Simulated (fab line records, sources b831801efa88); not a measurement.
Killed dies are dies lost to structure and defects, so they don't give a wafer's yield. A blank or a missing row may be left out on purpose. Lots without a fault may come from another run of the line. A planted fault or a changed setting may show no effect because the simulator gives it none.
fab line records | flow gf180mcu
record lots=5 wafers=15 last_day=34
route steps=602 shown MIM@515 M5@526 V5@540
lots that met no fault: from a run of the same line without faults
start_h: hours from the record's first day to the start of the lot's first wafer shown | wait_h: hours since the lot's step before | " the same as in the row above | L1.1+2: a row that stands for several wafers | - no value, or no start given | * or withheld: withheld | < > ~ a bound
route shown NAME@n: a module of which the file shows steps, and the number in the route of the first | usual: mean/standard deviation of fault-free wafers | same: alike in all rows | chamber/n: place in a boat | sites: the reading at each site | _std_site: their standard deviation | _edge_site: outer sites' mean less inner sites' | radius_mm: how far each site lies from the wafer's centre | mask NAME#n: copy n | behind: the tool/chamber that last shaped the wafer | hold: why the lot was held/for how many hours/how that ended | device: the transistor (n, p or np) that didn't switch | end of line: the same wafers' tests at the end of the route | a step without rows: its recipe alone | killed: dies lost to structure and defects at the first sort, not the wafer's yield | map: a wafer's dies, x killed, . not, _ none there
set.NAME: the setting as run; set.NAME@STEP: as run at that earlier step | model.NAME: the simulator's own value behind a step, which no gauge read
lots at some steps of the route; a table a step, a row a wafer
services: from which hour (start_h, from the record's first day; less than 0 if before it) a tool's chamber was out of use, for how many hours, and why
## steps
# step GF_MIM_DEHYDRATE_12
# recipe temp_c=200 time_s=60
# usual chill_plate_temp_C=23.00/0.092 plate_temp_C=199.97/0.16
# columns lot.wafer tool chamber start_h wait_h chill_plate_temp_C plate_temp_C
L078.1 litho_track-04 0 610.05 10.2 22.80 199.76
L078.3 " 0 " " 22.77 199.87
L078.5 " 0 " " 22.81 199.99
L080.2 litho_track-03 0 630.59 10.0 23.04 200.17
L080.5 " 0 " " 23.04 200.23
L080.6 " 0 " " 23.02 200.16
L088.1 litho_track-02 0 688.60 8.8 22.91 199.90
L088.2 " 0 " " 23.13 200.01
L088.3 " 0 " " 22.97 200.08
L091.2 litho_track-04 0 705.67 8.8 23.08 199.93
L091.3 " 0 " " 23.01 200.10
L091.5 " 0 " " 22.90 199.85
L096.1 litho_track-02 0 733.29 7.8 23.06 200.30
L096.2 " 0 " " 22.99 200.16
L096.3 " 0 " " 23.00 200.12
# step GF_MIM_HMDS_13
# recipe prime_time_s=60 prime_temp_c=120
# usual chill_plate_temp_C=23.02/0.11
# same prime_time_s=60
# columns lot.wafer tool chamber start_h wait_h chill_plate_temp_C
L078.1 litho_track-04 0 610.20 0.1 23.08
L078.3 " 0 " " 23.04
L078.5 " 0 " " 22.94
L080.2 litho_track-03 0 630.74 0.1 22.78
L080.5 " 0 " " 22.69
L080.6 " 0 " " 22.79
L088.1 litho_track-02 0 688.75 0.1 22.98
L088.2 " 0 " " 23.02
L088.3 " 0 " " 23.06
L091.2 litho_track-04 0 705.82 0.1 22.86
L091.3 " 0 " " 22.93
L091.5 " 0 " " 22.91
L096.1 litho_track-02 0 733.44 0.1 22.97
L096.2 " 0 " " 23.17
L096.3 " 0 " " 23.23
# step GF_MIM_COAT_14
# recipe resist=NOVOLAK spin_rpm=3000 resist_thk_nm=1000
# usual chill_plate_temp_C=23.01/0.12
# columns lot.wafer tool chamber start_h wait_h chill_plate_temp_C
L078.1 litho_track-04 0 610.35 0.1 23.10
L078.3 " 0 " " 23.10
L078.5 " 0 " " 23.03
L080.2 litho_track-03 0 630.89 0.1 22.89
L080.5 " 0 " " 23.00
L080.6 " 0 " " 23.08
L088.1 litho_track-02 0 688.90 0.1 23.07
L088.2 " 0 " " 23.00
L088.3 " 0 " " 22.98
L091.2 litho_track-04 0 705.97 0.1 23.13
L091.3 " 0 " " 23.10
L091.5 " 0 " " 23.26
L096.1 litho_track-02 0 733.59 0.1 22.89
L096.2 " 0 " " 23.15
L096.3 " 0 " " 22.92
# step GF_MIM_SOFTBAKE_15
# recipe temp_c=90 time_s=60 resist=NOVOLAK
# usual chill_plate_temp_C=23.01/0.1 plate_temp_C=90.03/0.13
# columns lot.wafer tool chamber start_h wait_h chill_plate_temp_C plate_temp_C
L078.1 litho_track-04 0 610.50 0.1 22.94 90.09
L078.3 " 0 " " 22.98 89.70
L078.5 " 0 " " 22.95 89.90
L080.2 litho_track-03 0 631.04 0.1 23.11 90.11
L080.5 " 0 " " 22.98 90.21
L080.6 " 0 " " 22.91 89.99
L088.1 litho_track-02 0 689.05 0.1 22.92 89.96
L088.2 " 0 " " 23.02 90.16
L088.3 " 0 " " 23.09 90.17
L091.2 litho_track-04 0 706.12 0.1 22.98 90.11
L091.3 " 0 " " 23.10 89.94
L091.5 " 0 " " 22.90 90.11
L096.1 litho_track-02 0 733.74 0.1 23.13 90.00
L096.2 " 0 " " 23.18 89.86
L096.3 " 0 " " 23.10 89.90
# step GF_MIM_EXPOSE_16
# recipe mask_id=FuseTop target_cd_nm=2000 na=0.6 source_shape=conventional sigma_outer=0.6 dose_mj=140
# columns lot.wafer tool chamber start_h wait_h mask
L078.1+3+5 iline_stepper-01 0 - - FuseTop#0
L080.2+5+6 iline_stepper-01 0 - - FuseTop#0
L088.1+2+3 iline_stepper-02 0 - - FuseTop#0
L091.2+3+5 iline_stepper-02 0 - - FuseTop#0
L096.1+2+3 iline_stepper-02 0 - - FuseTop#0
# step GF_MIM_PEB_17
# recipe temp_c=withheld time_s=* resist=NOVOLAK
# usual chill_plate_temp_C=*
# columns lot.wafer tool chamber start_h wait_h chill_plate_temp_C
L078.1 litho_track-04 0 - - *
L078.3 " 0 " " *
L078.5 " 0 " " *
L080.2 litho_track-03 0 - - *
L080.5 " 0 " " *
L080.6 " 0 " " *
L088.1 litho_track-03 0 - - *
L088.2 " 0 " " *
L088.3 " 0 " " *
L091.2 litho_track-02 0 - - *
L091.3 " 0 " " *
L091.5 " 0 " " *
L096.1 litho_track-02 0 - - *
L096.2 " 0 " " *
L096.3 " 0 " " *
# step GF_MIM_DEVELOP_18
# recipe develop_time_s=60 dev_temp_c=23
# usual chill_plate_temp_C=22.99/0.11
# columns lot.wafer tool chamber start_h wait_h chill_plate_temp_C
L078.1 litho_track-04 0 620.10 0.1 22.79
L078.3 " 0 " " 22.89
L078.5 " 0 " " 22.74
L080.2 litho_track-03 0 641.04 0.1 23.15
L080.5 " 0 " " 23.07
L080.6 " 0 " " 23.01
L088.1 litho_track-03 0 698.56 0.1 22.92
L088.2 " 0 " " 22.99
L088.3 " 0 " " 23.05
L091.2 litho_track-02 0 714.72 0.1 23.11
L091.3 " 0 " " 23.02
L091.5 " 0 " " 23.08
L096.1 litho_track-02 0 742.14 0.1 22.94
L096.2 " 0 " " 22.87
L096.3 " 0 " " 23.12
# step GF_MIM_METAL_ETCH_19
# recipe chemistry=Cl2/BCl3 mask_material=NOVOLAK stop_on=Si3N4 target_depth_nm=324.5 pressure_mtorr=8 icp_w=800 bias_w=140 Cl2_flow_sccm=80 bcl3_flow_sccm=40 time_s=54.1
# usual bias_w=140.0/0.42 drypump_motor_current_A=5.63/0.27 oes_product_au=0.952/0.0059 rf_fwd_power_W=793/3.9 throttle_valve_pct=28.272/0.01
# columns lot.wafer tool chamber start_h wait_h bias_w drypump_motor_current_A oes_product_au rf_fwd_power_W rf_hours_counter_h throttle_valve_pct
L078.1 rie_metal-02 0 620.25 0.1 139.9 5.31 0.956 796 7 28.268
L078.3 " 0 " " 140.2 5.30 0.965 799 - 28.284
L078.5 " 0 " " 139.7 5.30 0.949 793 - 28.265
L080.2 rie_metal-04 0 641.16 0.1 139.9 5.86 0.952 794 10 28.269
L080.5 " 1 " " 140.6 5.71 0.961 797 - 28.267
L080.6 " 0 " " 139.9 5.90 0.947 794 - 28.268
L088.1 rie_metal-04 1 698.71 0.1 140.2 5.66 0.960 792 8 28.268
L088.2 " 0 " " 139.7 5.89 0.949 789 12 28.267
L088.3 " 0 " " 139.5 5.86 0.952 790 - 28.257
L091.2 rie_metal-04 1 714.85 0.1 139.9 5.69 0.960 797 9 28.269
L091.3 " 0 " " 140.0 5.92 0.963 793 - 28.264
L091.5 " 1 " " 139.9 5.69 0.950 793 - 28.269
L096.1 rie_metal-03 0 742.29 0.1 139.5 5.78 0.948 791 4 28.276
L096.2 " 0 " " 139.9 5.75 0.952 793 - 28.286
L096.3 " 0 " " 139.7 5.76 0.946 794 - 28.274
# step GF_MIM_STRIP_20
# recipe chemistry=O2/N2 power_w=1400 pressure_mtorr=1500 platen_temp_c=250 o2_flow_sccm=3000 n2_flow_sccm=300 overash_fraction=0.5
# usual drypump_motor_current_A=5.7/0.57 heater_power_w=329/31 o2_flow_sccm=3001/8.5 oes_product_au=0.691/0.005 platen_temp_c=249.99/0.18 strip_time_to_endpoint_s=11.20/0.038
# columns lot.wafer tool chamber start_h wait_h drypump_motor_current_A heater_power_w o2_flow_sccm oes_product_au platen_temp_c rf_hours_counter_h strip_time_to_endpoint_s
L078.1 plasma_asher-02 1 620.32 0.0 5.8 324 3011 0.694 250.12 52 11.22
L078.3 " 0 " " 5.0 305 3003 0.699 250.17 - 11.24
L078.5 " 1 " " 5.8 325 3013 0.685 250.13 - 11.20
L080.2 plasma_asher-02 0 641.23 0.0 5.0 303 2992 0.689 249.72 54 11.20
L080.5 " 0 " " 5.0 309 2996 0.692 250.04 - 11.20
L080.6 " 1 " " 5.8 335 2994 0.685 250.09 - 11.23
L088.1 plasma_asher-04 1 698.78 0.0 6.5 365 3001 0.697 249.84 96 11.20
L088.2 " 0 " " 6.3 316 3016 0.691 250.00 96 11.21
L088.3 " 0 " " 6.2 323 3008 0.693 250.17 - 11.19
L091.2 plasma_asher-02 0 714.92 0.0 5.0 311 2996 0.691 250.08 62 11.17
L091.3 " 1 " " 5.8 321 3002 0.692 250.06 - 11.24
L091.5 " 0 " " 5.0 309 2999 0.696 250.14 - 11.21
L096.1 plasma_asher-02 1 742.43 0.1 5.8 333 2999 0.679 250.31 65 11.15
L096.2 " 0 " " 5.0 314 3020 0.692 249.91 65 11.16
L096.3 " 1 " " 5.8 319 2992 0.690 250.11 - 11.12
# step GF_MIM_STRIP_21
# recipe chemistry=post_etch_residue_remover time_s=1200 temp_c=72.5
# columns lot.wafer tool chamber start_h wait_h
L078.1+3+5 wet_bench-04 0 620.42 0.1
L080.2+5+6 wet_bench-04 1 641.33 0.1
L088.1+2+3 wet_bench-02 1 698.88 0.1
L091.2+3+5 wet_bench-04 3 715.02 0.1
L096.1+2+3 wet_bench-02 2 742.53 0.1
# step GF_MIM_CLEAN_22
# recipe chemistry=DIW dry=n2_spin
# columns lot.wafer tool chamber start_h wait_h
L078.1+3+5 wet_bench-02 0 620.76 0.0
L080.2+5+6 wet_bench-01 0 641.68 0.0
L088.1+2+3 wet_bench-01 2 699.23 0.0
L091.2+3+5 wet_bench-01 3 715.42 0.0
L096.1+2+3 wet_bench-04 1 742.88 0.0
# step GF_M5_DEHYDRATE_00
# recipe temp_c=200 time_s=60
# usual chill_plate_temp_C=22.98/0.089 plate_temp_C=200.00/0.16
# columns lot.wafer tool chamber start_h wait_h chill_plate_temp_C plate_temp_C
L078.1 litho_track-02 0 630.90 10.0 23.03 200.07
L078.3 " 0 " " 23.13 199.94
L078.5 " 0 " " 23.09 199.81
L080.2 litho_track-02 0 651.17 9.4 23.00 200.12
L080.5 " 0 " " 22.91 200.05
L080.6 " 0 " " 23.04 199.98
L088.1 litho_track-02 0 707.70 8.4 23.01 199.97
L088.2 " 0 " " 23.04 199.96
L088.3 " 0 " " 22.96 200.01
L091.2 litho_track-03 0 723.84 8.3 22.95 200.14
L091.3 " 0 " " 22.93 199.98
L091.5 " 0 " " 23.10 199.92
L096.1 litho_track-01 0 750.70 7.7 22.90 200.09
L096.2 " 0 " " 23.02 199.85
L096.3 " 0 " " 23.14 199.72
# step GF_M5_HMDS_01
# recipe prime_time_s=60 prime_temp_c=120
# usual chill_plate_temp_C=22.98/0.11
# same prime_time_s=60
# columns lot.wafer tool chamber start_h wait_h chill_plate_temp_C
L078.1 litho_track-02 0 631.05 0.1 23.11
L078.3 " 0 " " 23.14
L078.5 " 0 " " 23.02
L080.2 litho_track-02 0 651.32 0.1 22.95
L080.5 " 0 " " 23.00
L080.6 " 0 " " 23.00
L088.1 litho_track-02 0 707.85 0.1 22.95
L088.2 " 0 " " 23.13
L088.3 " 0 " " 22.94
L091.2 litho_track-03 0 723.99 0.1 22.74
L091.3 " 0 " " 22.85
L091.5 " 0 " " 22.90
L096.1 litho_track-01 0 750.85 0.1 22.84
L096.2 " 0 " " 23.04
L096.3 " 0 " " 23.05
# step GF_M5_COAT_02
# recipe resist=KrF spin_rpm=withheld resist_thk_nm=1000
# usual chill_plate_temp_C=22.99/0.099
# columns lot.wafer tool chamber start_h wait_h chill_plate_temp_C
L078.1 litho_track-02 0 631.20 0.1 22.88
L078.3 " 0 " " 23.03
L078.5 " 0 " " 23.09
L080.2 litho_track-02 0 651.47 0.1 23.01
L080.5 " 0 " " 22.95
L080.6 " 0 " " 23.07
L088.1 litho_track-02 0 708.00 0.1 23.01
L088.2 " 0 " " 22.96
L088.3 " 0 " " 22.99
L091.2 litho_track-03 0 724.14 0.1 23.05
L091.3 " 0 " " 23.05
L091.5 " 0 " " 23.04
L096.1 litho_track-01 0 751.00 0.1 23.02
L096.2 " 0 " " 23.00
L096.3 " 0 " " 23.02
# step GF_M5_SOFTBAKE_03
# recipe temp_c=130 time_s=60 resist=KrF
# usual chill_plate_temp_C=22.99/0.098 plate_temp_C=130.00/0.13
# columns lot.wafer tool chamber start_h wait_h chill_plate_temp_C plate_temp_C
L078.1 litho_track-02 0 631.35 0.1 22.95 130.07
L078.3 " 0 " " 23.07 130.02
L078.5 " 0 " " 22.98 130.09
L080.2 litho_track-02 0 651.62 0.1 23.12 129.96
L080.5 " 0 " " 23.06 130.03
L080.6 " 0 " " 23.01 129.87
L088.1 litho_track-02 0 708.15 0.1 23.13 129.93
L088.2 " 0 " " 22.97 129.81
L088.3 " 0 " " 23.05 129.93
L091.2 litho_track-03 0 724.29 0.1 23.02 129.87
L091.3 " 0 " " 22.94 129.70
L091.5 " 0 " " 23.03 129.98
L096.1 litho_track-01 0 751.15 0.1 23.01 129.88
L096.2 " 0 " " 22.98 130.07
L096.3 " 0 " " 23.01 129.90
# step GF_M5_EXPOSE_04
# recipe mask_id=Metal5 target_cd_nm=280 na=0.68 source_shape=conventional sigma_outer=0.6 dose_mj=28
# columns lot.wafer tool chamber start_h wait_h mask
L078.1+3+5 krf_scanner-02 0 - - Metal5#0
L080.2+5+6 krf_scanner-01 0 - - Metal5#0
L088.1+2+3 krf_scanner-02 0 - - Metal5#0
L091.2+3+5 krf_scanner-02 0 - - Metal5#0
L096.1+2+3 krf_scanner-01 0 - - Metal5#0
# step GF_M5_PEB_05
# recipe peb_temp_c=135 peb_time_s=90 resist=KrF
# usual chill_plate_temp_C=23.00/0.089 plate_temp_C=134.96/0.15
# columns lot.wafer tool chamber start_h wait_h chill_plate_temp_C plate_temp_C
L078.1 litho_track-02 0 - - 22.95 135.03
L078.3 " 0 " " 22.81 135.04
L078.5 " 0 " " 22.97 135.07
L080.2 litho_track-02 0 - - 22.94 135.06
L080.5 " 0 " " 22.91 134.91
L080.6 " 0 " " 23.05 134.86
L088.1 litho_track-03 0 - - 23.04 134.89
L088.2 " 0 " " 22.93 134.91
L088.3 " 0 " " 23.01 134.99
L091.2 litho_track-03 0 - - 23.13 135.08
L091.3 " 0 " " 23.00 135.14
L091.5 " 0 " " 23.00 135.12
L096.1 litho_track-02 0 - - 23.13 134.98
L096.2 " 0 " " 23.08 134.92
L096.3 " 0 " " 23.00 134.80
# step GF_M5_DEVELOP_06
# recipe develop_time_s=60 dev_temp_c=20.6
# usual chill_plate_temp_C=22.98/0.11
# columns lot.wafer tool chamber start_h wait_h chill_plate_temp_C
L078.1 litho_track-02 0 641.55 0.2 22.78
L078.3 " 0 " " 22.98
L078.5 " 0 " " 22.89
L080.2 litho_track-02 0 661.37 0.2 23.04
L080.5 " 0 " " 22.95
L080.6 " 0 " " 22.92
L088.1 litho_track-03 0 717.21 0.2 23.16
L088.2 " 0 " " 22.93
L088.3 " 0 " " 23.14
L091.2 litho_track-03 0 733.19 0.2 23.09
L091.3 " 0 " " 22.93
L091.5 " 0 " " 23.10
L096.1 litho_track-02 0 758.99 0.2 23.07
L096.2 " 0 " " 22.85
L096.3 " 0 " " 23.10
# step GF_M5_CD_MEAS_07
# recipe target_cd_nm=280
# usual cd_nm=279.6/1.2
# columns lot.wafer tool chamber start_h wait_h cd_nm
L078.1 cd_sem-02 - 641.70 0.1 280.2
L078.3 " - " " 281.0
L078.5 " - " " 279.6
L080.2 cd_sem-02 - 661.52 0.1 279.6
L080.5 " - " " 279.2
L080.6 " - " " 279.9
L088.1 cd_sem-01 - 717.36 0.1 280.0
L088.2 " - " " 280.0
L088.3 " - " " 279.5
L091.2 cd_sem-02 - 733.33 0.1 280.5
L091.3 " - " " 281.6
L091.5 " - " " 281.7
L096.1 cd_sem-01 - 759.14 0.1 279.8
L096.2 " - " " 280.2
L096.3 " - " " 280.4
# step GF_M5_OVL_MEAS_08
# usual M5_OVL=3/4.4
# columns lot.wafer tool chamber start_h wait_h M5_OVL[nm]
L078.1 overlay-01 - 641.82 0.1 -1
L078.3 " - " " 9
L078.5 " - " " 0
L080.2 overlay-02 - 661.62 0.1 11
L080.5 " - " " -1
L080.6 " - " " 12
L088.1 overlay-02 - 717.48 0.1 -5
L088.2 " - " " -3
L088.3 " - " " 6
L091.2 overlay-01 - 733.46 0.1 1
L091.3 " - " " 2
L091.5 " - " " 0
L096.1 overlay-01 - 759.26 0.1 -2
L096.2 " - " " 2
L096.3 " - " " 10
# step GF_M5_ETCH_09
# recipe chemistry=CF4/O2 target=Si3N4 target_depth_nm=52 source_w=800 bias_w=150 pressure_mtorr=150 cf4_flow_sccm=80 O2_flow_sccm=10 time_s=11.6
# usual bias_w=150.1/0.41 cf4_flow_sccm=80.00/0.23 drypump_motor_current_A=5.8/0.63 oes_product_au=1.003/0.013 rf_fwd_power_W=784/4.1 throttle_valve_pct=5.971/0.0095
# columns lot.wafer tool chamber start_h wait_h bias_w cf4_flow_sccm drypump_motor_current_A oes_product_au rf_fwd_power_W rf_hours_counter_h throttle_valve_pct
L078.1 rie_diel-03 2 641.85 0.0 150.0 79.91 6.7 0.987 777 30 5.969
L078.3 " 3 " " 150.2 79.77 6.0 1.029 783 4 5.953
L078.5 " 3 " " 149.4 79.95 6.0 1.028 781 - 5.991
L080.2 rie_diel-03 3 661.65 0.0 149.4 79.49 6.0 1.020 787 5 5.981
L080.5 " 1 " " 150.3 79.93 5.4 0.993 782 - 5.963
L080.6 " 2 " " 150.6 80.28 6.7 0.986 782 - 5.969
L088.1 rie_diel-03 0 717.52 0.0 149.8 80.01 5.4 0.995 781 37 5.963
L088.2 " 2 " " 149.9 80.02 6.7 0.996 777 33 5.970
L088.3 " 1 " " 150.1 79.73 5.4 1.011 783 44 5.973
L091.2 rie_diel-03 3 733.49 0.0 149.9 80.32 6.0 1.019 788 7 5.991
L091.3 " 0 " " 150.1 79.86 5.4 1.010 780 38 5.968
L091.5 " 0 " " 150.6 79.93 5.4 0.988 781 - 5.962
L096.1 rie_diel-04 3 759.30 0.0 149.9 80.07 4.6 0.986 783 34 5.978
L096.2 " 0 " " 149.0 79.73 6.4 1.003 790 32 5.971
L096.3 " 2 " " 149.6 79.64 6.5 1.019 789 11 5.976
# step GF_M5_METAL_ETCH_10
# recipe chemistry=Cl2/BCl3 mask_material=KrF target_depth_nm=750.8 stop_on=SiO2 pressure_mtorr=8 icp_w=800 bias_w=140 Cl2_flow_sccm=80 bcl3_flow_sccm=40 time_s=125.1
# usual bias_w=140.1/0.42 drypump_motor_current_A=5.63/0.29 oes_product_au=0.991/0.0069 rf_fwd_power_W=796.4/2.5 throttle_valve_pct=28.230/0.01
# columns lot.wafer tool chamber start_h wait_h bias_w drypump_motor_current_A oes_product_au rf_fwd_power_W rf_hours_counter_h throttle_valve_pct
L078.1 rie_metal-01 1 641.88 0.0 140.5 5.09 0.982 793.1 5 28.231
L078.3 " 1 " " 140.5 5.10 0.981 795.4 - 28.234
L078.5 " 1 " " 140.5 5.05 0.979 790.2 - 28.237
L080.2 rie_metal-03 0 661.68 0.0 141.2 5.79 0.993 796.2 1 28.222
L080.5 " 0 " " 140.4 5.79 0.993 794.8 - 28.217
L080.6 " 1 " " 139.9 5.81 0.992 790.5 - 28.224
L088.1 rie_metal-04 0 717.54 0.0 139.2 5.87 0.993 795.8 13 28.236
L088.2 " 1 " " 140.4 5.70 0.992 796.6 9 28.239
L088.3 " 1 " " 140.5 5.70 0.994 798.6 - 28.238
L091.2 rie_metal-01 1 733.51 0.0 140.0 5.12 0.977 799.9 9 28.248
L091.3 " 0 " " 140.3 5.69 0.990 797.6 - 28.211
L091.5 " 1 " " 140.2 5.08 0.983 799.4 - 28.248
L096.1 rie_metal-01 1 759.32 0.0 139.4 5.10 0.986 794.7 10 28.227
L096.2 " 0 " " 140.5 5.76 0.992 796.2 6 28.246
L096.3 " 1 " " 139.0 5.08 0.990 797.2 - 28.230
# step GF_M5_STRIP_11
# recipe chemistry=O2/N2 power_w=1400 pressure_mtorr=1500 platen_temp_c=250 o2_flow_sccm=3000 n2_flow_sccm=300 overash_fraction=0.5
# usual drypump_motor_current_A=5.9/0.52 heater_power_w=330/29 o2_flow_sccm=2998/9 oes_product_au=0.522/0.0051 platen_temp_c=250.02/0.19 strip_time_to_endpoint_s=7.02/0.06
# columns lot.wafer tool chamber start_h wait_h drypump_motor_current_A heater_power_w o2_flow_sccm oes_product_au platen_temp_c rf_hours_counter_h strip_time_to_endpoint_s
L078.1 plasma_asher-02 1 642.00 0.1 5.8 333 2982 0.521 249.76 54 7.17
L078.3 " 1 " " 5.8 330 2978 0.531 250.24 - 7.12
L078.5 " 0 " " 5.0 298 2996 0.524 250.26 - 7.07
L080.2 plasma_asher-02 1 661.80 0.1 5.8 329 2987 0.521 250.30 57 6.99
L080.5 " 1 " " 5.8 323 2993 0.518 250.10 - 7.00
L080.6 " 0 " " 5.0 300 2996 0.519 250.06 - 7.10
L088.1 plasma_asher-04 1 717.67 0.1 6.6 371 2999 0.521 249.87 98 7.02
L088.2 " 0 " " 6.2 322 3008 0.520 250.06 98 6.98
L088.3 " 0 " " 6.2 322 3005 0.518 250.09 - 6.98
L091.2 plasma_asher-01 1 733.64 0.1 5.8 299 3005 0.527 250.22 26 7.14
L091.3 " 1 " " 5.8 292 2999 0.519 249.82 - 7.01
L091.5 " 1 " " 5.9 293 2998 0.531 250.05 - 7.16
L096.1 plasma_asher-01 0 759.45 0.1 6.2 382 2987 0.525 249.95 29 7.11
L096.2 " 1 " " 5.9 293 2975 0.519 250.06 29 7.00
L096.3 " 0 " " 6.2 390 2988 0.522 249.85 - 7.10
# step GF_M5_STRIP_12
# recipe chemistry=post_etch_residue_remover time_s=1200 temp_c=72.5
# columns lot.wafer tool chamber start_h wait_h
L078.1+3+5 wet_bench-02 0 642.10 0.1
L080.2+5+6 wet_bench-03 3 661.90 0.1
L088.1+2+3 wet_bench-02 0 717.77 0.1
L091.2+3+5 wet_bench-03 3 733.74 0.1
L096.1+2+3 wet_bench-02 2 759.55 0.1
# step GF_M5_CLEAN_13
# recipe chemistry=DIW dry=n2_spin
# columns lot.wafer tool chamber start_h wait_h
L078.1+3+5 wet_bench-03 1 642.51 0.0
L080.2+5+6 wet_bench-01 2 662.59 0.0
L088.1+2+3 wet_bench-01 2 718.11 0.0
L091.2+3+5 wet_bench-03 2 734.08 0.0
L096.1+2+3 wet_bench-01 2 759.89 0.0
# step GF_V5_CVD_00
# recipe material=SiO2 target_thk_nm=300 sigma_open_frac=0.3 temp_c=400 time_s=50 sih4_flow_sccm=60 pressure_mtorr=6
# columns lot.wafer tool chamber start_h wait_h
L078.1+3+5 hdpcvd-01 1,0,1 642.60 0.0
L080.2+5+6 hdpcvd-01 2,1,0 662.69 0.0
L088.1+2+3 hdpcvd-01 0,1,2 718.22 0.0
L091.2+3+5 hdpcvd-01 0,2,0 734.17 0.0
L096.1+2+3 hdpcvd-02 0,1,2 759.99 0.0
# step GF_V5_THK_MEAS_01
# recipe reads=SiO2_of_V5_CVD_00
# usual V5_CVD_00_THK=299/3.7
# columns lot.wafer tool chamber start_h wait_h V5_CVD_00_THK[nm]
L078.1 film_metro-01 - 642.65 0.0 303
L078.3 " - " " 297
L078.5 " - " " 294
L080.2 film_metro-01 - 662.74 0.0 303
L080.5 " - " " 302
L080.6 " - " " 298
L088.1 film_metro-03 - 718.27 0.0 295
L088.2 " - " " 294
L088.3 " - " " 295
L091.2 film_metro-04 - 734.23 0.0 299
L091.3 " - " " 296
L091.5 " - " " 298
L096.1 film_metro-03 - 760.04 0.0 301
L096.2 " - " " 304
L096.3 " - " " 304
# step GF_V5_CVD_02
# recipe material=SiO2 target_thk_nm=1450 precursor=TEOS temp_c=400 time_s=163.28 rf_w=600
# usual heater_power_w=641/120 rf_fwd_power_W=598.2/1.8
# columns lot.wafer tool chamber start_h wait_h heater_power_w rf_fwd_power_W since_wet_clean_h
L078.1 pecvd-04 1 642.71 0.1 512 597.7 260
L078.3 " 0 " " 617 596.6 260
L078.5 " 0 " " 691 595.8 -
L080.2 pecvd-04 1 662.79 0.0 527 595.2 280
L080.5 " 1 " " 614 597.5 -
L080.6 " 0 " " 634 598.8 -
L088.1 pecvd-03 0 718.33 0.1 600 600.8 544
L088.2 " 1 " " 602 594.9 544
L088.3 " 2 " " 978 599.3 544
L091.2 pecvd-04 1 734.28 0.0 567 596.8 351
L091.3 " 2 " " 565 595.5 351
L091.5 " 0 " " 526 597.5 -
L096.1 pecvd-02 1 760.10 0.1 772 600.6 155
L096.2 " 0 " " 612 596.9 155
L096.3 " 2 " " 523 598.9 155
# step GF_V5_THK_MEAS_03
# recipe reads=SiO2_of_V5_CVD_02
# usual V5_CVD_02_THK=1453/19
# columns lot.wafer tool chamber start_h wait_h V5_CVD_02_THK[nm]
L078.1 film_metro-01 - 642.81 0.1 1447
L078.3 " - " " 1452
L078.5 " - " " 1451
L080.2 film_metro-03 - 662.91 0.1 1450
L080.5 " - " " 1468
L080.6 " - " " 1463
L088.1 film_metro-04 - 718.43 0.1 1416
L088.2 " - " " 1453
L088.3 " - " " 1462
L091.2 film_metro-04 - 734.39 0.1 1449
L091.3 " - " " 1449
L091.5 " - " " 1463
L096.1 film_metro-04 - 760.21 0.1 1453
L096.2 " - " " 1430
L096.3 " - " " 1421
# step GF_V5_CMP_04
# recipe material=SiO2 down_force_psi=4 platen_rpm=60 pad_velocity_m_s=0.94248
# usual motor_current_A=11.9/1.1
# columns lot.wafer tool chamber start_h wait_h motor_current_A
L078.3 cmp-02 1 642.87 0.0 14.5
L078.1 " 2 " " 10.2
L078.5 " 1 " " 13.8
L080.2 cmp-02 1 662.96 0.0 13.6
L080.6 " 1 " " 14.1
L080.5 " 2 " " 10.7
L088.3 cmp-01 2 718.49 0.0 10.2
L088.2 " 3 " " 12.9
L088.1 " 1 " " 11.7
L091.2 cmp-01 1 734.56 0.2 12.3
L091.3 " 3 " " 13.6
L091.5 " 0 " " 12.4
L096.3 cmp-02 0 760.32 0.1 11.4
L096.2 " 1 " " 14.1
L096.1 " 2 " " 10.8
# step GF_V5_BOW_MEAS_05
# recipe mode=bow
# usual V5_BOW=133/9.5
# columns lot.wafer tool chamber start_h wait_h V5_BOW[um]
L078.1 film_metro-03 - 643.17 0.2 127
L078.3 " - " " 124
L078.5 " - " " 126
L080.2 film_metro-03 - 663.28 0.3 143
L080.5 " - " " 143
L080.6 " - " " 140
L088.1 film_metro-03 - 718.79 0.1 132
L088.2 " - " " 138
L088.3 " - " " 135
L091.2 film_metro-04 - 734.83 0.2 143
L091.3 " - " " 135
L091.5 " - " " 138
L096.1 film_metro-03 - 760.57 0.1 148
L096.2 " - " " 154
L096.3 " - " " 143
# step GF_V5_DEHYDRATE_06
# recipe temp_c=200 time_s=60
# usual chill_plate_temp_C=23.05/0.1 plate_temp_C=200.02/0.16
# columns lot.wafer tool chamber start_h wait_h chill_plate_temp_C plate_temp_C
L078.1 litho_track-04 0 652.70 9.5 23.10 199.61
L078.3 " 0 " " 22.95 199.78
L078.5 " 0 " " 23.09 199.97
L080.2 litho_track-02 0 672.17 8.9 23.10 200.01
L080.5 " 0 " " 23.07 200.09
L080.6 " 0 " " 23.03 199.99
L088.1 litho_track-01 0 726.95 8.1 22.89 200.12
L088.2 " 0 " " 22.85 200.15
L088.3 " 0 " " 23.10 200.41
L091.2 litho_track-04 0 743.17 8.3 23.07 200.18
L091.3 " 0 " " 23.11 200.34
L091.5 " 0 " " 22.99 199.99
L096.1 litho_track-02 0 768.69 8.1 22.95 200.23
L096.2 " 0 " " 23.11 200.00
L096.3 " 0 " " 22.99 199.79
## services
# columns tool chamber start_h hours kind
rie_metal-01 - 590.88 0.7 repair
plasma_asher-01 - 591.30 41.8 repair
wet_bench-02 - 604.89 2.0 repair
krf_scanner-02 - 606.76 1.3 repair
krf_scanner-01 - 608.16 2.4 repair
plasma_asher-02 - 610.07 1.0 repair
rie_metal-03 - 611.94 15.6 pm
krf_scanner-02 - 618.13 0.8 pm
cmp-01 - 623.36 1.4 repair
krf_scanner-02 - 639.63 1.3 pm
rie_diel-03 0 644.66 7.1 repair
iline_stepper-02 - 651.26 1.7 pm
cmp-02 - 663.26 4.6 pm
pecvd-04 0 675.22 1.8 repair
rie_diel-03 1 706.51 4.0 repair
rie_diel-03 3 706.88 17.7 repair
pecvd-04 - 711.00 0.9 repair
krf_scanner-02 - 726.34 1.0 pm
cmp-02 - 726.92 7.3 pm
krf_scanner-02 - 727.45 1.3 repair
rie_diel-03 1 730.69 8.1 repair
rie_metal-01 1 737.27 5.1 repair
cmp-02 - 748.54 0.5 repair
pecvd-04 0 760.65 2.8 repair
## key
fault none
